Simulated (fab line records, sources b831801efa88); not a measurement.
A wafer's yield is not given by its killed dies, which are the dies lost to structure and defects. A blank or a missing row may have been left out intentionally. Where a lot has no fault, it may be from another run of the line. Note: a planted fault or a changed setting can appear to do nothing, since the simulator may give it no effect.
Which tool was responsible? | flow gf180mcu | 31 wafers from 11 lots sampled at 3 of the route's 602 steps

WHAT THE GAUGES SHOWED, per wafer
GF_MIM_RS_MEAS_10: uses a four-point probe to measure.
lot  | measured     | on            | MIM_ALCU_RS (ohm/sq)
L283 | day 24 11:59 | film metro-04 | 0.1610 0.1598 0.1589
L288 | day 26 02:46 | film metro-01 | 0.1630 0.1619 0.1621
L289 | day 26 11:53 | film metro-03 | 0.1594 0.1595 0.1594
L290 | day 26 20:31 | film metro-04 | 0.1601 0.1583 0.1602
L291 | day 27 07:20 | film metro-04 | 0.1587 0.1576 0.1584
L294 | day 28 02:20 | film metro-04 | 0.1758
L296 | day 28 17:32 | film metro-03 | 0.1596 0.1589 0.1592
L297 | day 29 01:17 | film metro-01 | 0.1624 0.1604 0.1633
L302 | day 30 07:08 | film metro-04 | 0.1611 0.1602 0.1613
L303 | day 30 12:03 | film metro-01 | 0.1621 0.1631 0.1621
L305 | day 31 04:26 | film metro-04 | 0.1606 0.1618 0.1606

WHICH TOOL RAN EACH LOT (tool, then ch and the chambers of the sampled wafers, then the start)
lot  | GF_MIM_SPUTTER_01            | GF_MIM_SPUTTER_08
L283 | pvd sputter-02, day 24 11:38 | pvd sputter-04, day 24 11:54
L288 | pvd sputter-02, day 26 02:26 | pvd sputter-01, day 26 02:42
L289 | pvd sputter-04, day 26 11:32 | pvd sputter-01, day 26 11:48
L290 | pvd sputter-04, day 26 20:10 | pvd sputter-02, day 26 20:26
L291 | pvd sputter-04, day 27 06:58 | pvd sputter-02, day 27 07:14
L294 | pvd sputter-04, day 28 02:01 | pvd sputter-02, day 28 02:17
L296 | pvd sputter-02, day 28 17:14 | pvd sputter-04, day 28 17:29
L297 | pvd sputter-04, day 29 00:59 | pvd sputter-01, day 29 01:14
L302 | pvd sputter-02, day 30 06:49 | pvd sputter-01, day 30 07:05
L303 | pvd sputter-04, day 30 11:43 | pvd sputter-01, day 30 11:59
L305 | pvd sputter-02, day 31 04:05 | pvd sputter-04, day 31 04:20
- GF_MIM_SPUTTER_01: material TiN, target thk 30 nm, time 25 s.
- GF_MIM_SPUTTER_08: material AlCu, target thk 200 nm, time 10.6 s.

THE ANSWER, worked out from the rows above alone
Rule: usual is defined by the lots themselves. Put in order of their means at a reading, lots are off if they are a third of the lots or fewer, leave a main group of 4 or more, and stand apart from it by a gap of 3 or more times the standard deviation of the main group's means; of several such gaps the widest counts. Not used: any main group whose means are identical at the precision the tables above print for the reading. Also off: a lot with no number at a reading for which 4 or more lots have one. The other lots that the step has rows for count as sound.
Off: at GF_MIM_RS_MEAS_10 (MIM_ALCU_RS), L294. The main group: mean 0.1605 ohm/sq, standard deviation 0.0014.
A tool fits if, at a process step before that reading, it ran every lot that is off, and no sound lot after the first of them. Those tools and the gauges at GF_MIM_RS_MEAS_10 are tried in the same way. One fits: GF_MIM_SPUTTER_08 on pvd sputter-02. Its last sound lot is L291 (day 27 07:14), its first lot that is off L294 (day 28 02:17): a fault that began between those two fits.

WHAT WAS PUT IN BY THE SIMULATOR
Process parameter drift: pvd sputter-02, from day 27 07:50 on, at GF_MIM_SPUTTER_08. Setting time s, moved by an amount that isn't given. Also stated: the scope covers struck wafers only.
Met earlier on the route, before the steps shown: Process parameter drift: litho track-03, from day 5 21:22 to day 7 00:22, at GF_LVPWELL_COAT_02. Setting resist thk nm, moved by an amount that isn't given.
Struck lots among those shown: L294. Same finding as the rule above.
